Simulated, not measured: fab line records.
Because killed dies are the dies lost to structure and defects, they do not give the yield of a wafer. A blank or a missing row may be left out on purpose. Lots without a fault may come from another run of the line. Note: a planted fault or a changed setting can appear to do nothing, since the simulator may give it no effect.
fab line records	flow sky130
record lots=5	wafers=15	last-day=50
route steps=708 shown METAL4@627 VIA4@639 PAD_OPEN@708
lots with no fault: from the same line, run without faults
start-h: hours from the record's opening day to when the first of the lot's shown wafers began	wait-h: hours since the lot's step before	" the same as in the row above	L1.1+2: a row that stands for several wafers	- no value present, or no start provided	* or withheld: withheld	< > ~ a bound
route shown NAME@n: a module of which the file shows steps, and the number in the route of the first	usual: mean/standard deviation taken from wafers without a fault	same: alike in all rows	chamber/n: place in a boat	sites: the reading at each site	_std_site: the standard deviation of these	_edge_site: outer sites' mean less inner sites'	radius-mm: how far each site lies from the wafer's centre	mask NAME#n: copy n	behind: tool/chamber where the wafer was last shaped	hold: the reason the lot was held/the length of the hold in hours/how it ended	device: which transistor (n, p or np) failed to switch	end of line: tests of these same wafers at the route's end	a step without rows: its recipe alone	killed: the dies lost at the first sort to structure and to defects; this is not the yield of the wafer	map: dies across one wafer; x = killed, . = not, _ = none there
set.NAME: the setting that was run; set.NAME@STEP: the one run at that earlier step	model.NAME: the simulator's own value behind a step, which no gauge read
lots seen at some steps along the route; tables by step, rows by wafer
services: the hour from which a tool's chamber was out of use, counted from the record's first day as start-h (under 0 if before that day), plus the number of hours and why
## steps
# step SKY_METAL4_PEB_11
# recipe peb-temp-c=withheld	peb-time-s=withheld	resist=KrF-thick
# step SKY_METAL4_DEVELOP_12
# recipe develop-time-s=60	resist=KrF-thick	dev-temp-c=21
# step SKY_METAL4_CD_MEAS_13
# recipe target-cd-nm=300
# usual cd-nm=299.1/1.5
lot.wafer	tool	chamber	start-h	wait-h	cd-nm
L439.3	cd-sem-02	-	997.01	-	299.3
L439.5	"	-	"	"	298.5
L439.6	"	-	"	"	300.1
L447.1	cd-sem-02	-	1044.13	-	301.8
L447.3	"	-	"	"	300.9
L447.5	"	-	"	"	301.4
L456.3	cd-sem-01	-	1091.79	-	299.0
L456.5	"	-	"	"	297.9
L456.6	"	-	"	"	298.4
L460.2	cd-sem-02	-	1116.85	-	298.1
L460.5	"	-	"	"	298.4
L460.6	"	-	"	"	300.0
L462.2	cd-sem-01	-	1128.99	-	298.2
L462.5	"	-	"	"	299.9
L462.6	"	-	"	"	297.9
# step SKY_METAL4_OVL_MEAS_14
# usual METAL4_OVL=-1/6
lot.wafer	tool	chamber	start-h	wait-h	METAL4_OVL[nm]
L439.3	overlay-02	-	997.10	0.1	-6
L439.5	"	-	"	"	1
L439.6	"	-	"	"	5
L447.1	overlay-02	-	1044.25	0.1	9
L447.3	"	-	"	"	9
L447.5	"	-	"	"	8
L456.3	overlay-02	-	1091.88	0.1	2
L456.5	"	-	"	"	-3
L456.6	"	-	"	"	1
L460.2	overlay-01	-	1116.96	0.1	-4
L460.5	"	-	"	"	-7
L460.6	"	-	"	"	-1
L462.2	overlay-02	-	1129.09	0.1	-3
L462.5	"	-	"	"	-8
L462.6	"	-	"	"	-6
# step SKY_METAL4_DESCUM_15
# recipe chemistry=O2	source-power-w=150	bias-power-w=0	pressure-mtorr=10	temp-c=40	time-s=8
# usual drypump-motor-current-A=5.6/0.41	oes-product-au=0.998/0.0061
lot.wafer	tool	chamber	start-h	wait-h	drypump-motor-current-A	oes-product-au	rf-hours-counter-h
L439.3	rie-metal-01	0	997.13	0.0	5.9	1.010	-
L439.5	"	0	"	"	5.9	0.995	-
L439.6	"	1	"	"	6.1	0.996	-
L447.1	rie-metal-01	1	1044.29	0.0	6.1	0.988	21
L447.3	"	1	"	"	6.1	0.996	-
L447.5	"	0	"	"	5.9	0.996	-
L456.3	rie-metal-03	1	1091.91	0.0	6.2	0.993	-
L456.5	"	1	"	"	6.2	1.003	-
L456.6	"	0	"	"	5.4	1.002	-
L460.2	rie-metal-04	1	1116.99	0.0	5.1	0.998	17
L460.5	"	0	"	"	5.6	1.005	-
L460.6	"	1	"	"	5.1	1.011	-
L462.2	rie-metal-04	0	1129.12	0.0	5.6	0.992	22
L462.5	"	0	"	"	5.5	0.998	-
L462.6	"	1	"	"	5.0	1.000	-
# step SKY_METAL4_ETCH_16
# recipe chemistry=N2/H2	target=BARC	ion-energy-ev=200	bias-w=100	pressure-mtorr=30	n2-flow-sccm=100	h2-flow-sccm=200	icp-w=500	stop-on=SiO2	time-s=88.2	target-depth-a=600
# usual drypump-motor-current-A=5.6/0.41	oes-product-au=0.626/0.0042	throttle-valve-pct=13.206/0.0092
lot.wafer	tool	chamber	start-h	wait-h	drypump-motor-current-A	oes-product-au	rf-hours-counter-h	throttle-valve-pct
L439.3	rie-metal-01	0	997.19	0.0	5.9	0.623	-	13.209
L439.5	"	0	"	"	5.9	0.628	-	13.184
L439.6	"	1	"	"	6.1	0.622	-	13.223
L447.1	rie-metal-01	1	1044.32	0.0	6.1	0.633	21	13.206
L447.3	"	1	"	"	6.1	0.617	-	13.215
L447.5	"	0	"	"	5.9	0.622	-	13.203
L456.3	rie-metal-03	1	1091.97	0.0	6.2	0.625	-	13.206
L456.5	"	1	"	"	6.2	0.621	-	13.196
L456.6	"	0	"	"	5.4	0.629	-	13.205
L460.2	rie-metal-04	1	1117.02	0.0	5.1	0.625	17	13.224
L460.5	"	0	"	"	5.5	0.619	-	13.209
L460.6	"	1	"	"	5.1	0.632	-	13.194
L462.2	rie-metal-04	0	1129.15	0.0	5.5	0.627	22	13.211
L462.5	"	0	"	"	5.6	0.631	-	13.214
L462.6	"	1	"	"	5.1	0.624	-	13.206
# step SKY_METAL4_ETCH_17
# recipe target=SiO2	stop-on=TiN	chemistry=C4F8/O2/Ar	source-w=1500	bias-w=1200	pressure-mtorr=40	c4f8-flow-sccm=withheld	O2_flow_sccm=6	Ar_flow_sccm=300	time-s=3.9	target-depth-a=150
# usual oes-product-au=0.754/0.0064
lot.wafer	tool	chamber	start-h	wait-h	oes-product-au	rf-hours-counter-h
L439.3	rie-diel-04	2	997.25	0.0	0.754	18
L439.5	"	2	"	"	0.752	-
L439.6	"	0	"	"	0.745	-
L447.1	rie-diel-01	0	1044.42	0.1	0.753	14
L447.3	"	1	"	"	0.752	15
L447.5	"	0	"	"	0.756	-
L456.3	rie-diel-02	3	1092.03	0.0	0.745	20
L456.5	"	1	"	"	0.755	-
L456.6	"	2	"	"	0.753	-
L460.2	rie-diel-04	3	1117.12	0.1	0.752	3
L460.5	"	2	"	"	0.769	-
L460.6	"	3	"	"	0.761	-
L462.2	rie-diel-02	1	1129.25	0.1	0.745	17
L462.5	"	2	"	"	0.764	-
L462.6	"	1	"	"	0.754	-
# step SKY_METAL4_METAL_ETCH_18
# recipe target-depth-a=8450	stop-on=SiO2	over-etch-frac=0.3	time-s=183.1	chemistry=Cl2/BCl3	resist-sidewall-deg=88	pressure-mtorr=10	icp-w=900	bias-w=48.5	Cl2_flow_sccm=60	bcl3-flow-sccm=30
# usual bcl3-flow-sccm=30.00/0.095	drypump-motor-current-A=5.8/0.37	mfc-cl2-sccm=59.98/0.19	oes-product-au=0.866/0.006	throttle-valve-pct=22.264/0.0088
lot.wafer	tool	chamber	start-h	wait-h	bcl3-flow-sccm	drypump-motor-current-A	mfc-cl2-sccm	oes-product-au	rf-hours-counter-h	throttle-valve-pct
L439.3	rie-metal-03	1	997.33	0.1	29.88	6.2	60.00	0.875	-	22.268
L439.5	"	0	"	"	29.89	5.4	59.95	0.855	-	22.275
L439.6	"	1	"	"	29.95	6.2	59.72	0.863	-	22.267
L447.1	rie-metal-01	1	1044.44	0.0	30.08	6.1	60.04	0.866	21	22.266
L447.3	"	1	"	"	30.14	6.1	60.08	0.863	-	22.242
L447.5	"	0	"	"	30.06	5.9	60.16	0.869	-	22.275
L456.3	rie-metal-01	0	1092.11	0.1	30.03	5.9	59.99	0.863	-	22.269
L456.5	"	1	"	"	29.94	6.1	60.23	0.866	-	22.272
L456.6	"	0	"	"	30.22	5.9	59.97	0.865	-	22.265
L460.2	rie-metal-01	0	1117.14	0.0	30.01	5.9	60.13	0.869	22	22.273
L460.5	"	0	"	"	29.94	5.9	59.93	0.868	-	22.268
L460.6	"	1	"	"	30.03	6.1	59.34	0.883	-	22.265
L462.2	rie-metal-01	1	1129.27	0.0	30.10	6.1	59.73	0.869	27	22.281
L462.5	"	0	"	"	30.04	5.9	60.02	0.873	-	22.257
L462.6	"	1	"	"	30.00	6.1	59.86	0.867	-	22.271
# step SKY_METAL4_STRIP_19
# recipe chemistry=O2/N2	power-w=1400	pressure-mtorr=1500	platen-temp-c=withheld	o2-flow-sccm=3000	n2-flow-sccm=300	overash-fraction=0.5
# usual drypump-motor-current-A=5.7/0.35	oes-product-au=0.502/0.0051	strip-time-to-endpoint-s=6.55/0.058
lot.wafer	tool	chamber	start-h	wait-h	drypump-motor-current-A	oes-product-au	rf-hours-counter-h	strip-time-to-endpoint-s
L439.3	plasma-asher-02	1	997.48	0.1	5.2	0.503	-	6.55
L439.5	"	0	"	"	6.3	0.493	-	6.60
L439.6	"	1	"	"	5.2	0.505	-	6.56
L447.1	plasma-asher-01	0	1044.61	0.1	5.8	0.512	92	6.57
L447.3	"	0	"	"	5.8	0.504	-	6.62
L447.5	"	0	"	"	5.7	0.505	-	6.56
L456.3	plasma-asher-04	1	1092.26	0.1	5.7	0.502	-	6.53
L456.5	"	0	"	"	5.3	0.495	-	6.54
L456.6	"	1	"	"	5.6	0.504	-	6.51
L460.2	plasma-asher-04	1	1117.31	0.1	5.6	0.487	38	6.43
L460.5	"	0	"	"	5.3	0.497	-	6.39
L460.6	"	1	"	"	5.6	0.489	-	6.50
L462.2	plasma-asher-01	0	1129.45	0.1	5.8	0.505	100	6.60
L462.5	"	1	"	"	5.7	0.511	-	6.60
L462.6	"	0	"	"	5.8	0.510	-	6.62
# step SKY_METAL4_STRIP_20
# recipe chemistry=post-etch-residue-remover	time-s=1200	temp-c=72.5
# step SKY_METAL4_CLEAN_21
# recipe chemistry=IPA	time-s=180	temp-c=25
# step SKY_METAL4_CLEAN_22
# recipe chemistry=O3/DIW	dry=n2-spin
# step SKY_VIA4_HDPCVD_00
# recipe material=SiO2	target-thk-nm=1750	sigma-open-frac=0.3	time-s=291.7	temp-c=400	sih4-flow-sccm=60	pressure-mtorr=6
# usual pressure-mtorr=5.998/0.012
lot.wafer	tool	chamber	start-h	wait-h	pressure-mtorr	model.SiO2_of_VIA4_HDPCVD_00.thk-nm
L439.3	hdpcvd-02	1	998.08	0.0	5.989	1758
L439.5	"	0	"	"	5.997	1756
L439.6	"	1	"	"	5.990	1761
L447.1	hdpcvd-01	0	1045.22	0.0	5.997	2477
L447.3	"	1	"	"	6.020	1762
L447.5	"	0	"	"	5.991	2464
L456.3	hdpcvd-02	0	1092.88	0.0	5.999	1741
L456.5	"	0	"	"	5.996	1736
L456.6	"	1	"	"	5.989	1730
L460.2	hdpcvd-02	1	1117.94	0.0	5.983	1735
L460.5	"	1	"	"	5.998	1740
L460.6	"	2	"	"	5.998	1768
L462.2	hdpcvd-01	0	1130.04	0.0	5.994	1741
L462.5	"	0	"	"	6.004	1739
L462.6	"	1	"	"	6.002	1725
# step SKY_VIA4_THK_MEAS_01
# recipe reads=SiO2_of_VIA4_HDPCVD_00
# usual VIA4_HDPCVD_THK=1756/16
lot.wafer	tool	chamber	start-h	wait-h	VIA4_HDPCVD_THK[nm]
L439.3	film-metro-04	-	998.28	0.1	1757
L439.5	"	-	"	"	1756
L439.6	"	-	"	"	1762
L447.1	film-metro-02	-	1045.40	0.1	2477
L447.3	"	-	"	"	1764
L447.5	"	-	"	"	2464
L456.3	film-metro-04	-	1093.08	0.1	1740
L456.5	"	-	"	"	1736
L456.6	"	-	"	"	1731
L460.2	film-metro-02	-	1118.13	0.1	1736
L460.5	"	-	"	"	1740
L460.6	"	-	"	"	1767
L462.2	film-metro-04	-	1130.23	0.1	1740
L462.5	"	-	"	"	1741
L462.6	"	-	"	"	1725
# step SKY_VIA4_CMP_02
# recipe material=SiO2	down-force-psi=4	platen-rpm=60	pad-velocity-m-s=0.94248
# step SKY_PAD_OPEN_PROBE_99
# usual defect-limited-yield=82.5/2	killed_at_M0_to_M3=43/7.1	killed_at_M4_up=3.3/2	killed-at-contacts=24/5.1	killed-at-front-end=15/4.6	killed-at-other=0.3/0.6	killed-dies=86/9.6	killed-open=46/7.3	killed-short=39/6.7	sort_bin_3_pad_short=0.9/0.44	sort_bin_5_function=10.4/1.5	sort_bin_6_memory=6.2/1.1	sort-n-pass=406/9.6	sort-yield-pct=82.5/2
# same gross-dies=492	killed-at-back-side=0	sort_bin_4_leakage[%]=0	sort_bin_8_speed[%]=0
lot.wafer	tool	chamber	start-h	wait-h	defect-limited-yield[%]	killed_at_M0_to_M3	killed_at_M4_up	killed-at-contacts	killed-at-front-end	killed-at-other	killed-dies	killed-open	killed-short	sort_bin_3_pad_short[%]	sort_bin_5_function[%]	sort_bin_6_memory[%]	sort-n-pass	sort-yield-pct[%]
L456.3	prober-02	-	1174.48	0.2	84.1	42	1	16	18	1	78	45	31	0.6	8.7	6.5	414	84.1
L456.5	prober-02	-	1174.58	0.2	82.9	39	9	17	19	0	84	43	41	1.6	9.6	5.9	408	82.9
L456.6	prober-02	-	1174.63	0.2	81.9	46	1	32	10	0	89	54	35	1.2	8.9	7.9	403	81.9
# killed by level:class
L456.3 VIA1:geometric-particle:open=7 VIA2:geometric-particle:open=7 FIELD_ISO:geometric-particle:open=6 METAL1:geometric-particle:short=6 VIA3:geometric-particle:open=6 CONTACT:geometric-particle:open=5 METAL2:geometric-particle:short=5 LI_CONTACT:geometric-particle:short=4
L456.5 VIA1:geometric-particle:open=8 METAL4:geometric-particle:short=6 CONTACT:geometric-particle:open=6 VIA3:geometric-particle:open=6 VIA2:geometric-particle:open=5 METAL2:geometric-particle:short=4 SPACER:geometric-particle:open=4 SPACER:geometric-particle:short=4
L456.6 CONTACT:geometric-particle:open=13 VIA1:geometric-particle:open=9 VIA2:geometric-particle:open=8 LI_CONTACT:geometric-particle:open=7 VIA3:geometric-particle:open=6 METAL1:geometric-particle:short=5 VIA1:geometric-particle:short=5 CONTACT:geometric-particle:short=4
## services
tool	chamber	start-h	hours	kind
rie-diel-04	2	973.46	4.2	repair
rie-metal-04	1	975.93	7.1	repair
plasma-asher-01	-	982.05	14.0	repair
plasma-asher-01	-	985.93	11.8	repair
hdpcvd-02	-	986.02	1.6	repair
rie-diel-04	3	986.03	-	clean
rie-diel-04	3	986.03	29.7	scheduled-down
rie-diel-04	3	986.03	29.7	vent-cycle
hdpcvd-02	-	1006.62	0.7	repair
rie-metal-03	-	1025.77	2.8	pm
rie-metal-03	-	1030.18	14.6	pm
rie-diel-02	2	1042.07	14.4	repair
rie-metal-01	-	1055.58	0.8	repair
plasma-asher-01	-	1056.06	0.4	repair
rie-diel-01	3	1059.85	4.8	repair
rie-diel-04	3	1070.92	5.0	repair
hdpcvd-02	2	1079.05	11.9	repair
rie-metal-03	-	1081.79	5.9	repair
rie-diel-04	-	1098.04	0.7	repair
rie-metal-01	-	1104.86	2.8	pm
plasma-asher-02	-	1117.44	18.1	repair
## key
first-sign step=SKY_VIA4_THK_MEAS_01	reading=VIA4_HDPCVD_THK	direction=up	sigmas=45	usual=1756	struck=2471
effect none on later readings
model-effect step=SKY_VIA4_HDPCVD_00	value=SiO2_of_VIA4_HDPCVD_00.thk-nm	without=1746	struck=2471
met-at SKY_VIA4_HDPCVD_00
struck-wafers L447.1,L447.5
fault kind=process-parameter-drift	tool=hdpcvd-01	chamber=-	onset-h=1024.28	steps=SKY_VIA4_HDPCVD_00	channel=target-thk-nm	offset=724.48	shape=step	end-h=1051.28	scope=struck-wafers-only	acts-in=these-recipes-only	stated=1750
